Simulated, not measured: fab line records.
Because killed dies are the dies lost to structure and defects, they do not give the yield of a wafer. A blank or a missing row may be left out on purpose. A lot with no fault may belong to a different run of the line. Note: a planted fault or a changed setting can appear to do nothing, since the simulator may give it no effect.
Matching of chambers / flow sky130 / SKY_CONTACT_CVD_00 on pecvd-01: 3 sister chambers
The step deposits Si3N4, target thk 75 nm. 6 wafers are shown with their chamber, then 7 later ones without.

## WAFERS PAIRED WITH THEIR CHAMBERS
wafer=L988.4; chamber=0; heater_power_w (W)=536
wafer=L988.5; chamber=2; heater_power_w (W)=636
wafer=L990.3; chamber=0; heater_power_w (W)=611
wafer=L990.5; chamber=2; heater_power_w (W)=625
wafer=L992.2; chamber=1; heater_power_w (W)=655
wafer=L992.4; chamber=1; heater_power_w (W)=640

## WAFERS WHOSE CHAMBER IS MISSING
wafer=L992.5; heater_power_w (W)=679
wafer=L995.1; heater_power_w (W)=704
wafer=L995.4; heater_power_w (W)=709
wafer=L995.5; heater_power_w (W)=622
wafer=L998.2; heater_power_w (W)=571
wafer=L998.3; heater_power_w (W)=638
wafer=L998.4; heater_power_w (W)=559

## WHICH CHAMBER EACH ONE RAN IN
wafer=L992.5; from the rows above=can't be placed: 1 or 2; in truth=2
wafer=L995.1; from the rows above=can't be placed: 1 or 2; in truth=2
wafer=L995.4; from the rows above=can't be placed: 1 or 2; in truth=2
wafer=L995.5; from the rows above=can't be placed: 2 or 1 or 0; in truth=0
wafer=L998.2; from the rows above=can't be placed: 0 or 2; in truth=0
wafer=L998.3; from the rows above=can't be placed: 2 or 1 or 0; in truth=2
wafer=L998.4; from the rows above=can't be placed: 0 or 2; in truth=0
Placed correctly: 0 of 7. Can't be placed from these rows: 7 (the true chamber is among the candidates in 7). 0 placed wrongly.
How it was worked out, from the rows above alone: a wafer's distance from a chamber is the root of the sum, over the readings, of the square of ((its reading less the chamber's mean) divided by the reading's scatter). The wafer belongs to the nearest chamber; if the next one is less than 2 further off, it can't be placed. A chamber's mean is the mean of its shown wafers. The scatter: the root of (the sum of the squares of (reading less its chamber's mean) over the shown wafers, divided by (wafers less chambers)).
